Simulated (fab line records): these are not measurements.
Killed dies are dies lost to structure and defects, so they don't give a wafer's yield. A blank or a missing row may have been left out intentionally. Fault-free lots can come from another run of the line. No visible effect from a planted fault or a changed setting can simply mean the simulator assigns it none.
fab line records | flow sky130
record: lots: 14 | wafers: 42 | lastDay: 50
route steps=708 shown VIA3@573
lots with no fault: from the same line, run without faults
startH: start of the lot's first displayed wafer, in hours after the record's first day | waitH: hours elapsed since this lot's preceding step | " the same as in the row above | L1.1+2: a row that stands for several wafers | - no value, or no start given | * or withheld: withheld | < > ~ a bound
route shown NAME@n: names a module that has steps shown in the file, with the first one's number in the route | usual: mean/standard deviation of fault-free wafers | same: alike in all rows | chamber/n: place in a boat | sites: the reading at each site | _std_site: their standard deviation | _edge_site: outer sites' mean less inner sites' | radiusMm: for every site, how far away it sits from the centre of the wafer | mask NAME#n: copy n | behind: tool/chamber where the wafer was last shaped | hold: reason for holding the lot/hours on hold/outcome of the hold | device: whichever transistor did not switch (one of n, p or np) | end of line: at the end of the route, the tests of the same wafers | for a step that has no rows: nothing shown but its recipe | killed: dies lost to structure and defects at the first sort, not the wafer's yield | map: a wafer's dies, marking killed ones x, the rest . and places with no die _
set.NAME: the run value of the setting; set.NAME@STEP: its run value at that earlier step | model.NAME: the simulator's own value behind a step, which no gauge read
the route's steps for a sample of lots (tables are steps, rows are wafers)
services: when a tool's chamber went out of use (startH, in hours from the record's first day, below 0 if earlier), for how many hours, and the reason
== steps ==
step: SKY_VIA3_HDPCVD_00
recipe: material: SiO2 | targetThkNm: 1635 | sigmaOpenFrac: 0.3 | timeS: 272.5 | tempC: 400 | sih4FlowSccm: 60 | pressureMtorr: 6
usual: runLengthS: 300.1/0.35
lot.wafer | tool      | chamber | startH  | waitH | runLengthS
L746.3    | hdpcvd-01 | 0       | 904.68  | 0.0   | 300.6
L746.4    | "         | 0       | "       | "     | 299.8
L746.5    | "         | 2       | "       | "     | 299.6
L747.1    | hdpcvd-01 | 2       | 908.67  | 0.0   | 300.4
L747.5    | "         | 1       | "       | "     | 299.8
L747.6    | "         | 0       | "       | "     | 300.9
L749.1    | hdpcvd-01 | 1       | 921.33  | 0.0   | 299.7
L749.2    | "         | 0       | "       | "     | 300.0
L749.6    | "         | 0       | "       | "     | 299.8
L751.3    | hdpcvd-01 | 0       | 955.64  | 0.0   | 300.6
L751.5    | "         | 2       | "       | "     | 299.9
L751.6    | "         | 1       | "       | "     | 299.9
L752.1    | hdpcvd-01 | 0       | 967.20  | 0.0   | 289.3
L752.4    | "         | 2       | "       | "     | 289.1
L752.6    | "         | 0       | "       | "     | 289.4
L753.2    | hdpcvd-01 | 0       | 970.98  | 0.0   | 289.6
L753.4    | "         | 2       | "       | "     | 289.4
L753.5    | "         | 0       | "       | "     | 289.5
L757.2    | hdpcvd-02 | 1       | 988.74  | 0.0   | 300.8
L757.4    | "         | 2       | "       | "     | 300.2
L757.5    | "         | 0       | "       | "     | 300.5
L761.3    | hdpcvd-02 | 1       | 1009.24 | 0.0   | 300.3
L761.4    | "         | 2       | "       | "     | 300.2
L761.6    | "         | 1       | "       | "     | 300.0
L763.3    | hdpcvd-02 | 2       | 1015.78 | 0.0   | 300.8
L763.5    | "         | 0       | "       | "     | 300.7
L763.6    | "         | 2       | "       | "     | 300.6
L765.1    | hdpcvd-01 | 0       | 1037.31 | 0.0   | 299.9
L765.3    | "         | 1       | "       | "     | 300.2
L765.4    | "         | 2       | "       | "     | 299.8
L766.2    | hdpcvd-02 | 0       | 1049.50 | 0.0   | 300.8
L766.4    | "         | 1       | "       | "     | 300.0
L766.5    | "         | 2       | "       | "     | 300.8
L768.2    | hdpcvd-02 | 2       | 1052.22 | 0.0   | 299.8
L768.4    | "         | 0       | "       | "     | 300.5
L768.6    | "         | 1       | "       | "     | 300.0
L767.2    | hdpcvd-01 | 2       | 1053.63 | 0.0   | 300.1
L767.4    | "         | 0       | "       | "     | 299.8
L767.6    | "         | 1       | "       | "     | 299.8
L769.1    | hdpcvd-02 | 2       | 1059.87 | 0.0   | 299.9
L769.3    | "         | 0       | "       | "     | 300.6
L769.4    | "         | 2       | "       | "     | 300.2
step: SKY_VIA3_THK_MEAS_01
recipe: reads: SiO2_of_VIA3_HDPCVD_00
usual: VIA3_HDPCVD_THK: 1644/18
lot.wafer | tool         | chamber | startH  | waitH | VIA3_HDPCVD_THK[nm]
L746.3    | filmMetro-03 | -       | 904.87  | 0.1   | 1635
L746.4    | "            | -       | "       | "     | 1647
L746.5    | "            | -       | "       | "     | 1631
L747.1    | filmMetro-02 | -       | 908.83  | 0.1   | 1612
L747.5    | "            | -       | "       | "     | 1657
L747.6    | "            | -       | "       | "     | 1637
L749.1    | filmMetro-01 | -       | 921.50  | 0.1   | 1646
L749.2    | "            | -       | "       | "     | 1642
L749.6    | "            | -       | "       | "     | 1662
L751.3    | filmMetro-01 | -       | 955.83  | 0.1   | 1678
L751.5    | "            | -       | "       | "     | 1664
L751.6    | "            | -       | "       | "     | 1680
L752.1    | filmMetro-03 | -       | 967.37  | 0.1   | 1603
L752.4    | "            | -       | "       | "     | 1576
L752.6    | "            | -       | "       | "     | 1591
L753.2    | filmMetro-01 | -       | 971.15  | 0.1   | 1608
L753.4    | "            | -       | "       | "     | 1600
L753.5    | "            | -       | "       | "     | 1595
L757.2    | filmMetro-03 | -       | 988.92  | 0.1   | 1613
L757.4    | "            | -       | "       | "     | 1644
L757.5    | "            | -       | "       | "     | 1606
L761.3    | filmMetro-01 | -       | 1009.42 | 0.1   | 1652
L761.4    | "            | -       | "       | "     | 1630
L761.6    | "            | -       | "       | "     | 1646
L763.3    | filmMetro-02 | -       | 1015.97 | 0.1   | 1620
L763.5    | "            | -       | "       | "     | 1608
L763.6    | "            | -       | "       | "     | 1623
L765.1    | filmMetro-03 | -       | 1037.48 | 0.1   | 1639
L765.3    | "            | -       | "       | "     | 1653
L765.4    | "            | -       | "       | "     | 1659
L766.2    | filmMetro-03 | -       | 1049.68 | 0.1   | 1621
L766.4    | "            | -       | "       | "     | 1636
L766.5    | "            | -       | "       | "     | 1633
L768.2    | filmMetro-03 | -       | 1052.40 | 0.1   | 1623
L768.4    | "            | -       | "       | "     | 1615
L768.6    | "            | -       | "       | "     | 1610
L767.2    | filmMetro-01 | -       | 1053.81 | 0.1   | 1648
L767.4    | "            | -       | "       | "     | 1673
L767.6    | "            | -       | "       | "     | 1687
L769.1    | filmMetro-01 | -       | 1060.04 | 0.1   | 1633
L769.3    | "            | -       | "       | "     | 1641
L769.4    | "            | -       | "       | "     | 1633
== services ==
tool      | chamber | startH  | hours | kind
hdpcvd-02 | -       | 950.25  | 15.0  | pm
hdpcvd-02 | 0       | 950.25  | 15.0  | ventCycle
hdpcvd-02 | 1       | 950.25  | 15.0  | ventCycle
hdpcvd-02 | 2       | 950.25  | 15.0  | ventCycle
hdpcvd-02 | 0       | 965.25  | -     | clean
hdpcvd-02 | 1       | 965.25  | -     | clean
hdpcvd-02 | 2       | 965.25  | -     | clean
hdpcvd-02 | 2       | 1020.20 | 8.0   | repair
hdpcvd-02 | 0       | 1030.76 | 9.1   | repair
hdpcvd-01 | -       | 1043.53 | 6.0   | pm
hdpcvd-01 | -       | 1051.17 | 1.2   | repair
== key ==
firstSign: step: SKY_VIA3_HDPCVD_00 | reading: runLengthS | direction: down | sigmas: 30 | usual: * | struck: *
effect: step: SKY_VIA3_THK_MEAS_01 | reading: VIA3_HDPCVD_THK | direction: down | sigmas: 2.6 | usual: 1644 | struck: 1595
metAt SKY_VIA3_HDPCVD_00
struckLots L752,L753
onsetBetween 955.64 967.20
fault: kind: processParameterDrift | tool: hdpcvd-01 | chamber: - | onsetH: 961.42 | steps: SKY_VIA3_HDPCVD_00 | channel: timeS | offset: * | shape: step | endH: 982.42 | actsIn: * | stated: *
